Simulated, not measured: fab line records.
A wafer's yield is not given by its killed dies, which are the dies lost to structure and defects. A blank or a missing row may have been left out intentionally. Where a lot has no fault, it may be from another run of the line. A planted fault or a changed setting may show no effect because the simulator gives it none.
fab line records	flow sky130	part 1 of 2: steps 1 to 28 of 37
record: lots: 5	wafers: 15	lastDay: 49
route steps=708 shown CONTACT@423 METAL1@434 VIA1@458
lots untouched by any fault: they come from a run of this same line in which no faults occurred
startH: hours from the record's opening day to when the first of the lot's shown wafers began	waitH: hours elapsed since this lot's preceding step	" unchanged from the row above	L1.1+2: a single row standing in for several wafers	- no value present, or no start provided	* or withheld: withheld	< > ~ a bound
route shown NAME@n: names a module that has steps shown in the file, with the first one's number in the route	usual: mean/standard deviation of fault-free wafers	same: alike in all rows	chamber/n: place in a boat	sites: each site's reading	_std_site: how widely they spread, as a standard deviation	_edge_site: the outer-site mean with the inner-site mean subtracted	radiusMm: for every site, how far away it sits from the centre of the wafer	mask NAME#n: copy n	behind: the tool/chamber that last shaped the wafer	hold: why the lot went on hold/how many hours it stayed there/how the hold came to an end	device: whichever transistor did not switch (one of n, p or np)	end of line: tests run on the same wafers once the route is complete	for a step that has no rows: nothing shown but its recipe	killed: dies lost to structure and defects at the first sort, not the wafer's yield	map: a wafer's dies, x killed, . not, _ none there
set.NAME: the setting as run; set.NAME@STEP: as run at that earlier step	model.NAME: the simulator's own value behind a step, which no gauge read
lots at selected steps of the route; one table per step, one row per wafer
services: from which hour (startH, from the record's first day; less than 0 if before it) a tool's chamber was out of use, for how many hours, and why
== steps ==
step: SKY_CONTACT_ETCH_17
recipe: target: SiO2	chemistry: C4F8/O2/Ar	stopOn: Si3N4	maskMaterial: KrF-thick	sourceW: 1500	biasW: 1200	pressureMtorr: 40	c4f8FlowSccm: withheld	O2_flow_sccm: 6	Ar_flow_sccm: 300	timeS: withheld	targetDepthA: 3400
usual: oesProductAu: 0.892/0.0046
lot.wafer	tool	chamber	startH	waitH	oesProductAu
L077.1	rieDiel-03	2	756.55	0.0	0.893
L077.2	"	1	"	"	0.895
L077.6	"	3	"	"	0.889
L081.1	rieDiel-02	0	794.37	0.0	0.893
L081.2	"	1	"	"	0.899
L081.5	"	1	"	"	0.884
L083.4	rieDiel-03	0	798.38	0.0	0.892
L083.5	"	3	"	"	0.900
L083.6	"	2	"	"	0.897
L085.1	rieDiel-04	3	814.00	0.0	0.889
L085.2	"	1	"	"	0.896
L085.4	"	0	"	"	0.891
L093.1	rieDiel-03	1	884.55	0.0	0.897
L093.3	"	3	"	"	0.898
L093.4	"	0	"	"	0.889
step: SKY_CONTACT_ETCH_18
recipe: target: Si3N4	chemistry: CHF3/O2	stopOn: TiN	sourceW: 600	biasW: 200	pressureMtorr: 40	chf3FlowSccm: 50	O2_flow_sccm: 5	timeS: 39	targetDepthA: 750
usual: O2_flow_sccm: 5.000/0.014	chf3FlowSccm: 49.98/0.13	drypumpMotorCurrentA: 5.4/0.38	oesProductAu: 0.857/0.0081	throttleValvePct: 8.792/0.0087
lot.wafer	tool	chamber	startH	waitH	O2_flow_sccm	chf3FlowSccm	drypumpMotorCurrentA	oesProductAu	rfHoursCounterH	throttleValvePct
L077.1	rieDiel-03	2	-	-	5.024	49.92	5.3	0.839	14	8.800
L077.2	"	1	"	"	5.017	50.16	5.4	0.849	7	8.786
L077.6	"	3	"	"	4.997	49.89	4.9	0.857	-	8.808
L081.1	rieDiel-02	0	-	-	4.995	50.13	5.1	0.855	5	8.797
L081.2	"	1	"	"	4.986	49.95	5.8	0.846	3	8.783
L081.5	"	1	"	"	5.011	49.83	5.8	0.865	-	8.791
L083.4	rieDiel-03	0	-	-	4.992	50.04	5.4	0.875	-	8.794
L083.5	"	3	"	"	5.015	50.10	4.9	0.847	-	8.780
L083.6	"	2	"	"	4.988	50.02	5.2	0.870	-	8.793
L085.1	rieDiel-04	3	-	-	4.994	49.82	6.1	0.855	8	8.791
L085.2	"	1	"	"	4.994	49.93	6.0	0.854	12	8.798
L085.4	"	0	"	"	5.012	49.89	5.0	0.864	16	8.796
L093.1	rieDiel-03	1	-	-	4.997	49.99	5.4	0.851	11	8.797
L093.3	"	3	"	"	4.990	50.15	4.9	0.852	7	8.796
L093.4	"	0	"	"	4.992	50.00	5.4	0.853	15	8.787
step: SKY_CONTACT_STRIP_19
recipe: chemistry: O2/N2	powerW: 1400	pressureMtorr: 1500	platenTempC: withheld	o2FlowSccm: 3000	n2FlowSccm: 300	overashFraction: 0.5
usual: drypumpMotorCurrentA: 5.9/0.4	oesProductAu: 0.381/0.005	stripTimeToEndpointS: 3.62/0.038
same: overashFraction: 0.5
lot.wafer	tool	chamber	startH	waitH	drypumpMotorCurrentA	oesProductAu	rfHoursCounterH	stripTimeToEndpointS
L077.1	plasmaAsher-04	1	756.64	-	6.0	0.384	33	3.64
L077.2	"	0	"	"	5.8	0.379	33	3.64
L077.6	"	1	"	"	6.0	0.383	-	3.55
L081.1	plasmaAsher-02	0	794.46	-	5.1	0.381	67	3.63
L081.2	"	1	"	"	6.2	0.374	67	3.62
L081.5	"	0	"	"	5.1	0.388	-	3.66
L083.4	plasmaAsher-03	0	798.47	-	6.2	0.386	-	3.63
L083.5	"	0	"	"	6.2	0.371	-	3.59
L083.6	"	1	"	"	6.2	0.374	-	3.70
L085.1	plasmaAsher-02	0	814.09	-	5.1	0.381	69	3.60
L085.2	"	1	"	"	6.2	0.382	69	3.65
L085.4	"	0	"	"	5.2	0.380	-	3.58
L093.1	plasmaAsher-03	0	884.64	-	6.2	0.375	103	3.66
L093.3	"	1	"	"	6.2	0.376	-	3.57
L093.4	"	0	"	"	6.2	0.386	-	3.63
step: SKY_CONTACT_STRIP_20
recipe: chemistry: postEtchResidueRemover	timeS: 1200	tempC: 72.5
lot.wafer	tool	chamber	startH	waitH
L077.1+2+6	wetBench-01	0	756.74	0.1
L081.1+2+5	wetBench-03	2	794.56	0.1
L083.4+5+6	wetBench-02	3	798.54	0.0
L085.1+2+4	wetBench-01	1	814.19	0.1
L093.1+3+4	wetBench-03	2	884.74	0.1
step: SKY_CONTACT_CLEAN_21
recipe: chemistry: IPA	timeS: 180	tempC: 25
lot.wafer	tool	chamber	startH	waitH
L077.1+2+6	wetBench-03	3	757.11	0.0
L081.1+2+5	wetBench-02	1	794.90	0.0
L083.4+5+6	wetBench-03	3	798.88	0.0
L085.1+2+4	wetBench-02	0	814.53	0.0
L093.1+3+4	wetBench-02	3	885.11	0.0
step: SKY_CONTACT_CLEAN_22
recipe: chemistry: O3/DIW	dry: n2Spin
lot.wafer	tool	chamber	startH	waitH
L077.1+2+6	wetBench-02	2	757.18	0.0
L081.1+2+5	wetBench-03	3	794.96	0.0
L083.4+5+6	wetBench-01	3	798.94	0.0
L085.1+2+4	wetBench-03	1	814.59	0.0
L093.1+3+4	wetBench-01	0	885.18	0.0
step: SKY_CONTACT_SPUTTER_23
recipe: material: TiN	targetThkNm: 20	chamberPressurePa: 5	powerW: 4000	timeS: 80
usual: throttleValvePct: 29.7/0.92
lot.wafer	tool	chamber	startH	waitH	throttleValvePct
L077.1	pvdSputter-04	-	757.28	0.0	28.4
L077.2	"	-	"	"	30.3
L077.6	"	-	"	"	30.1
L081.1	pvdSputter-02	-	795.05	0.0	30.9
L081.2	"	-	"	"	30.3
L081.5	"	-	"	"	28.5
L083.4	pvdSputter-01	-	799.03	0.0	30.6
L083.5	"	-	"	"	30.7
L083.6	"	-	"	"	29.4
L085.1	pvdSputter-02	-	814.68	0.0	28.3
L085.2	"	-	"	"	30.8
L085.4	"	-	"	"	30.1
L093.1	pvdSputter-04	-	885.27	0.0	28.4
L093.3	"	-	"	"	30.3
L093.4	"	-	"	"	29.8
step: SKY_CONTACT_CVD_24
recipe: material: W	targetThkNm: 340	timeS: 102.12	tempC: 400	pressureTorr: 40
usual: heaterPowerW: 888/62
lot.wafer	tool	chamber	startH	waitH	heaterPowerW
L077.1	cvdW-02	1	757.34	0.0	984
L077.2	"	0	"	"	888
L077.6	"	1	"	"	959
L081.1	cvdW-02	1	795.11	0.0	975
L081.2	"	0	"	"	877
L081.5	"	0	"	"	851
L083.4	cvdW-02	0	799.13	0.1	864
L083.5	"	1	"	"	972
L083.6	"	0	"	"	887
L085.1	cvdW-02	1	814.74	0.0	946
L085.2	"	0	"	"	877
L085.4	"	1	"	"	967
L093.1	cvdW-02	1	885.33	0.0	1001
L093.3	"	0	"	"	890
L093.4	"	1	"	"	956
step: SKY_CONTACT_RS_MEAS_25
recipe: thkMeasGauge: four-point-probe	reads: W_of_CONTACT_CVD_24+TiN_of_CONTACT_SPUTTER_23
usual: CONTACT_W_RS: 0.337/0.0072
lot.wafer	tool	chamber	startH	waitH	CONTACT_W_RS[ohm/sq]
L077.1	filmMetro-03	-	757.45	0.1	0.342
L077.2	"	-	"	"	0.330
L077.6	"	-	"	"	0.346
L081.1	filmMetro-03	-	795.22	0.1	0.334
L081.2	"	-	"	"	0.321
L081.5	"	-	"	"	0.320
L083.4	filmMetro-03	-	799.26	0.1	0.322
L083.5	"	-	"	"	0.336
L083.6	"	-	"	"	0.323
L085.1	filmMetro-03	-	814.85	0.1	0.336
L085.2	"	-	"	"	0.325
L085.4	"	-	"	"	0.337
L093.1	filmMetro-03	-	885.44	0.1	0.337
L093.3	"	-	"	"	0.323
L093.4	"	-	"	"	0.341
step: SKY_CONTACT_THK_MEAS_26
recipe: thkMeasGauge: xrf	reads: W_of_CONTACT_CVD_24
usual: CONTACT_W_THK: 351/9.2
lot.wafer	tool	chamber	startH	waitH	CONTACT_W_THK[nm]
L077.1	filmMetro-03	-	757.57	0.1	345
L077.2	"	-	"	"	359
L077.6	"	-	"	"	342
L081.1	filmMetro-03	-	795.34	0.1	359
L081.2	"	-	"	"	371
L081.5	"	-	"	"	374
L083.4	filmMetro-03	-	799.35	0.1	373
L083.5	"	-	"	"	355
L083.6	"	-	"	"	372
L085.1	filmMetro-03	-	814.97	0.1	357
L085.2	"	-	"	"	369
L085.4	"	-	"	"	356
L093.1	filmMetro-03	-	885.56	0.1	353
L093.3	"	-	"	"	368
L093.4	"	-	"	"	348
step: SKY_CONTACT_CMP_27
recipe: stopOn: SiO2	tOverpolishS: 15	downForcePsi: 3.5	platenRpm: 60	targetThkNm: 0	padVelocityMS: 0.94248
usual: motorCurrentA: 11.0/1.1	overpolishRunS: 14.999/0.0094	timeToEndpointS: 83/4.6
lot.wafer	tool	chamber	startH	waitH	motorCurrentA	overpolishRunS	timeToEndpointS
L077.2	cmp-01	0	757.68	0.1	10.3	14.998	73
L077.1	"	1	"	"	12.6	14.998	78
L077.6	"	3	"	"	9.1	14.999	73
L081.2	cmp-01	0	795.40	0.0	10.7	14.998	81
L081.1	"	2	"	"	11.0	15.002	88
L081.5	"	0	"	"	10.5	14.997	83
L083.4	cmp-02	1	799.48	0.1	10.4	15.007	87
L083.6	"	3	"	"	12.8	15.003	87
L083.5	"	0	"	"	10.4	15.008	86
L085.2	cmp-02	0	815.03	0.0	10.7	14.999	89
L085.1	"	1	"	"	11.0	14.994	82
L085.4	"	3	"	"	12.7	15.002	87
L093.1	cmp-01	0	885.62	0.1	10.5	14.993	75
L093.3	"	1	"	"	12.4	15.007	83
L093.4	"	2	"	"	10.9	14.986	85
step: SKY_METAL1_SPUTTER_00
recipe: material: Ti	targetThkNm: 15	powerW: 3000	timeS: 10	chamberPressurePa: 0.4
usual: throttleValvePct: 29.7/0.94
lot.wafer	tool	chamber	startH	waitH	throttleValvePct
L077.1	pvdSputter-03	-	757.93	0.1	31.1
L077.2	"	-	"	"	28.8
L077.6	"	-	"	"	31.1
L081.1	pvdSputter-04	-	795.70	0.1	28.1
L081.2	"	-	"	"	28.5
L081.5	"	-	"	"	29.9
L083.4	pvdSputter-03	-	799.69	0.2	29.1
L083.5	"	-	"	"	28.7
L083.6	"	-	"	"	30.9
L085.1	pvdSputter-03	-	815.33	0.2	28.3
L085.2	"	-	"	"	30.9
L085.4	"	-	"	"	29.0
L093.1	pvdSputter-01	-	885.92	0.2	30.3
L093.3	"	-	"	"	30.4
L093.4	"	-	"	"	30.3
step: SKY_METAL1_SPUTTER_01
recipe: material: TiN	targetThkNm: 20	powerW: 6500	timeS: 16.7	chamberPressurePa: 0.4
usual: throttleValvePct: 29.7/0.95
lot.wafer	tool	chamber	startH	waitH	throttleValvePct
L077.1	pvdSputter-03	-	757.95	0.0	30.9
L077.2	"	-	"	"	28.8
L077.6	"	-	"	"	31.4
L081.1	pvdSputter-04	-	795.72	0.0	28.2
L081.2	"	-	"	"	28.4
L081.5	"	-	"	"	29.7
L083.4	pvdSputter-03	-	799.72	0.0	29.0
L083.5	"	-	"	"	29.0
L083.6	"	-	"	"	31.3
L085.1	pvdSputter-03	-	815.35	0.0	28.1
L085.2	"	-	"	"	31.1
L085.4	"	-	"	"	28.8
L093.1	pvdSputter-01	-	885.94	0.0	30.7
L093.3	"	-	"	"	30.6
L093.4	"	-	"	"	30.4
step: SKY_METAL1_SPUTTER_02
recipe: material: AlCu	targetThkNm: 250	powerW: 10600	timeS: 13.3	chamberPressurePa: 0.4
usual: throttleValvePct: 29.7/0.94
lot.wafer	tool	chamber	startH	waitH	throttleValvePct
L077.1	pvdSputter-03	-	757.98	0.0	31.1
L077.2	"	-	"	"	28.6
L077.6	"	-	"	"	31.2
L081.1	pvdSputter-04	-	795.75	0.0	28.3
L081.2	"	-	"	"	28.3
L081.5	"	-	"	"	29.5
L083.4	pvdSputter-03	-	799.74	0.0	29.1
L083.5	"	-	"	"	28.6
L083.6	"	-	"	"	30.9
L085.1	pvdSputter-03	-	815.38	0.0	28.2
L085.2	"	-	"	"	31.2
L085.4	"	-	"	"	29.5
L093.1	pvdSputter-01	-	885.97	0.0	30.8
L093.3	"	-	"	"	30.3
L093.4	"	-	"	"	30.2
step: SKY_METAL1_SPUTTER_03
recipe: material: Ti	targetThkNm: 5	powerW: 3000	timeS: 3.3	chamberPressurePa: 0.4
usual: throttleValvePct: 29.7/0.94
lot.wafer	tool	chamber	startH	waitH	throttleValvePct
L077.1	pvdSputter-03	-	758.00	0.0	31.1
L077.2	"	-	"	"	28.8
L077.6	"	-	"	"	31.3
L081.1	pvdSputter-04	-	795.77	0.0	28.4
L081.2	"	-	"	"	28.1
L081.5	"	-	"	"	29.7
L083.4	pvdSputter-03	-	799.76	0.0	29.1
L083.5	"	-	"	"	28.8
L083.6	"	-	"	"	31.4
L085.1	pvdSputter-03	-	815.40	0.0	28.1
L085.2	"	-	"	"	31.0
L085.4	"	-	"	"	29.3
L093.1	pvdSputter-01	-	885.99	0.0	30.8
L093.3	"	-	"	"	30.4
L093.4	"	-	"	"	30.1
step: SKY_METAL1_SPUTTER_04
recipe: material: TiN	targetThkNm: 70	powerW: 6500	timeS: 58.3	chamberPressurePa: 0.4
usual: throttleValvePct: 29.7/0.94
lot.wafer	tool	chamber	startH	waitH	throttleValvePct
L077.1	pvdSputter-03	-	758.02	0.0	30.9
L077.2	"	-	"	"	28.6
L077.6	"	-	"	"	31.3
L081.1	pvdSputter-04	-	795.79	0.0	28.3
L081.2	"	-	"	"	28.4
L081.5	"	-	"	"	29.7
L083.4	pvdSputter-03	-	799.80	0.0	29.2
L083.5	"	-	"	"	28.7
L083.6	"	-	"	"	31.1
L085.1	pvdSputter-03	-	815.42	0.0	27.9
L085.2	"	-	"	"	31.2
L085.4	"	-	"	"	29.3
L093.1	pvdSputter-01	-	886.01	0.0	30.7
L093.3	"	-	"	"	30.2
L093.4	"	-	"	"	30.2
step: SKY_METAL1_RS_MEAS_05
recipe: thkMeasGauge: four-point-probe	reads: TiN_of_METAL1_SPUTTER_04+Ti_of_METAL1_SPUTTER_03+AlCu_of_METAL1_SPUTTER_02+TiN_of_METAL1_SPUTTER_01+Ti_of_METAL1_SPUTTER_00
usual: METAL1_ALCU_RS: 0.1270/0.0016
lot.wafer	tool	chamber	startH	waitH	METAL1_ALCU_RS[ohm/sq]
L077.1	filmMetro-04	-	758.07	0.0	0.1282
L077.2	"	-	"	"	0.1272
L077.6	"	-	"	"	0.1281
L081.1	filmMetro-04	-	795.84	0.0	0.1280
L081.2	"	-	"	"	0.1262
L081.5	"	-	"	"	0.1283
L083.4	filmMetro-03	-	799.88	0.1	0.1276
L083.5	"	-	"	"	0.1269
L083.6	"	-	"	"	0.1277
L085.1	filmMetro-01	-	815.47	0.0	0.1277
L085.2	"	-	"	"	0.1276
L085.4	"	-	"	"	0.1284
L093.1	filmMetro-04	-	886.06	0.0	0.1249
L093.3	"	-	"	"	0.1258
L093.4	"	-	"	"	0.1261
step: SKY_METAL1_THK_MEAS_06
recipe: thkMeasGauge: xrf	reads: AlCu_of_METAL1_SPUTTER_02
usual: METAL1_ALCU_THK: 254/3.6
lot.wafer	tool	chamber	startH	waitH	METAL1_ALCU_THK[nm]
L077.1	filmMetro-04	-	758.19	0.1	250
L077.2	"	-	"	"	253
L077.6	"	-	"	"	253
L081.1	filmMetro-04	-	795.96	0.1	252
L081.2	"	-	"	"	254
L081.5	"	-	"	"	253
L083.4	filmMetro-03	-	799.97	0.1	253
L083.5	"	-	"	"	252
L083.6	"	-	"	"	249
L085.1	filmMetro-01	-	815.59	0.1	255
L085.2	"	-	"	"	251
L085.4	"	-	"	"	253
L093.1	filmMetro-04	-	886.18	0.1	258
L093.3	"	-	"	"	257
L093.4	"	-	"	"	259
step: SKY_METAL1_DEHYDRATE_07
recipe: tempC: 200	timeS: 60
lot.wafer	tool	chamber	startH	waitH
L077.1+2+6	lithoTrack-01	0	771.35	13.1
L081.1+2+5	lithoTrack-03	0	808.96	13.0
L083.4+5+6	lithoTrack-01	0	812.73	12.7
L085.1+2+4	lithoTrack-01	0	827.45	11.8
L093.1+3+4	lithoTrack-01	0	897.60	11.4
step: SKY_METAL1_HMDS_08
recipe: primeTimeS: 60	primeTempC: 120
lot.wafer	tool	chamber	startH	waitH
L077.1+2+6	lithoTrack-01	0	771.50	0.1
L081.1+2+5	lithoTrack-03	0	809.11	0.1
L083.4+5+6	lithoTrack-01	0	812.88	0.1
L085.1+2+4	lithoTrack-01	0	827.60	0.1
L093.1+3+4	lithoTrack-01	0	897.75	0.1
step: SKY_METAL1_COAT_09
recipe: resist: BARC	tempC: withheld	timeS: withheld	spinRpm: 3000	resistThkNm: 60
usual: dispensePressureKPa: 52/4.4
lot.wafer	tool	chamber	startH	waitH	dispensePressureKPa
L077.1	lithoTrack-01	0	771.65	0.1	56
L077.2	"	0	"	"	56
L077.6	"	0	"	"	56
L081.1	lithoTrack-03	0	809.26	0.1	51
L081.2	"	0	"	"	51
L081.5	"	0	"	"	51
L083.4	lithoTrack-01	0	813.03	0.1	56
L083.5	"	0	"	"	56
L083.6	"	0	"	"	56
L085.1	lithoTrack-01	0	827.75	0.1	56
L085.2	"	0	"	"	56
L085.4	"	0	"	"	56
L093.1	lithoTrack-01	0	897.90	0.1	56
L093.3	"	0	"	"	56
L093.4	"	0	"	"	56
step: SKY_METAL1_COAT_10
recipe: resist: KrF-thick	spinRpm: 3000	resistThkNm: 450
usual: dispensePressureKPa: 52/4.3
lot.wafer	tool	chamber	startH	waitH	dispensePressureKPa
L077.1	lithoTrack-01	0	-	-	56
L077.2	"	0	"	"	56
L077.6	"	0	"	"	56
L081.1	lithoTrack-03	0	-	-	51
L081.2	"	0	"	"	51
L081.5	"	0	"	"	51
L083.4	lithoTrack-01	0	-	-	56
L083.5	"	0	"	"	56
L083.6	"	0	"	"	56
L085.1	lithoTrack-01	0	-	-	56
L085.2	"	0	"	"	56
L085.4	"	0	"	"	56
L093.1	lithoTrack-01	0	-	-	56
L093.3	"	0	"	"	56
L093.4	"	0	"	"	56
step: SKY_METAL1_SOFTBAKE_11
recipe: tempC: 100	timeS: 90	resist: KrF-thick
lot.wafer	tool	chamber	startH	waitH
L077.1+2+6	lithoTrack-01	0	-	-
L081.1+2+5	lithoTrack-03	0	-	-
L083.4+5+6	lithoTrack-01	0	-	-
L085.1+2+4	lithoTrack-01	0	-	-
L093.1+3+4	lithoTrack-01	0	-	-
step: SKY_METAL1_EXPOSE_12
recipe: maskId: MM1	na: 0.8	sourceShape: annular	sigmaInner: 0.55	sigmaOuter: 0.85	targetCdNm: 140	doseMj: 28
usual: stageVelMmS: 500.03/0.27
lot.wafer	tool	chamber	startH	waitH	mask	stageVelMmS
L077.1	krfScanner-02	0	-	-	MM1#0	500.56
L077.2	"	0	"	"	MM1#0	500.04
L077.6	"	0	"	"	MM1#0	500.29
L081.1	krfScanner-02	0	-	-	MM1#0	500.47
L081.2	"	0	"	"	MM1#0	500.04
L081.5	"	0	"	"	MM1#0	500.37
L083.4	krfScanner-02	0	-	-	MM1#0	500.40
L083.5	"	0	"	"	MM1#0	500.17
L083.6	"	0	"	"	MM1#0	500.09
L085.1	krfScanner-02	0	-	-	MM1#0	499.66
L085.2	"	0	"	"	MM1#0	499.92
L085.4	"	0	"	"	MM1#0	499.64
L093.1	krfScanner-01	0	-	-	MM1#0	500.03
L093.3	"	0	"	"	MM1#0	499.86
L093.4	"	0	"	"	MM1#0	500.38
step: SKY_METAL1_PEB_13
recipe: pebTempC: withheld	pebTimeS: withheld	resist: KrF-thick
lot.wafer	tool	chamber	startH	waitH
L077.1+2+6	lithoTrack-01	0	-	-
L081.1+2+5	lithoTrack-04	0	-	-
L083.4+5+6	lithoTrack-01	0	-	-
L085.1+2+4	lithoTrack-03	0	-	-
L093.1+3+4	lithoTrack-04	0	-	-
step: SKY_METAL1_DEVELOP_14
recipe: developTimeS: 60	resist: KrF-thick	devTempC: 21
lot.wafer	tool	chamber	startH	waitH
L077.1+2+6	lithoTrack-01	0	-	-
L081.1+2+5	lithoTrack-04	0	-	-
L083.4+5+6	lithoTrack-01	0	-	-
L085.1+2+4	lithoTrack-03	0	-	-
L093.1+3+4	lithoTrack-04	0	-	-
step: SKY_METAL1_CD_MEAS_15
recipe: targetCdNm: 140
usual: cdNm: 139.5/1.6
lot.wafer	tool	chamber	startH	waitH	cdNm
L077.1	cdSem-02	-	784.95	-	138.2
L077.2	"	-	"	"	137.2
L077.6	"	-	"	"	138.1
L081.1	cdSem-01	-	822.55	-	140.0
L081.2	"	-	"	"	140.9
L081.5	"	-	"	"	140.6
L083.4	cdSem-02	-	825.26	-	136.7
L083.5	"	-	"	"	134.8
L083.6	"	-	"	"	136.6
L085.1	cdSem-02	-	841.06	-	137.1
L085.2	"	-	"	"	137.2
L085.4	"	-	"	"	137.0
L093.1	cdSem-02	-	910.95	-	139.3
L093.3	"	-	"	"	141.1
L093.4	"	-	"	"	139.6
step: SKY_METAL1_OVL_MEAS_16
usual: METAL1_OVL: -1/5.7
lot.wafer	tool	chamber	startH	waitH	METAL1_OVL[nm]
L077.1	overlay-01	-	785.07	0.1	7
L077.2	"	-	"	"	-1
L077.6	"	-	"	"	-3
L081.1	overlay-02	-	822.67	0.1	-1
L081.2	"	-	"	"	-7
L081.5	"	-	"	"	2
L083.4	overlay-02	-	825.34	0.1	7
L083.5	"	-	"	"	2
L083.6	"	-	"	"	1
L085.1	overlay-02	-	841.18	0.1	1
L085.2	"	-	"	"	-6
L085.4	"	-	"	"	1
L093.1	overlay-01	-	911.07	0.1	-4
L093.3	"	-	"	"	-4
L093.4	"	-	"	"	-8
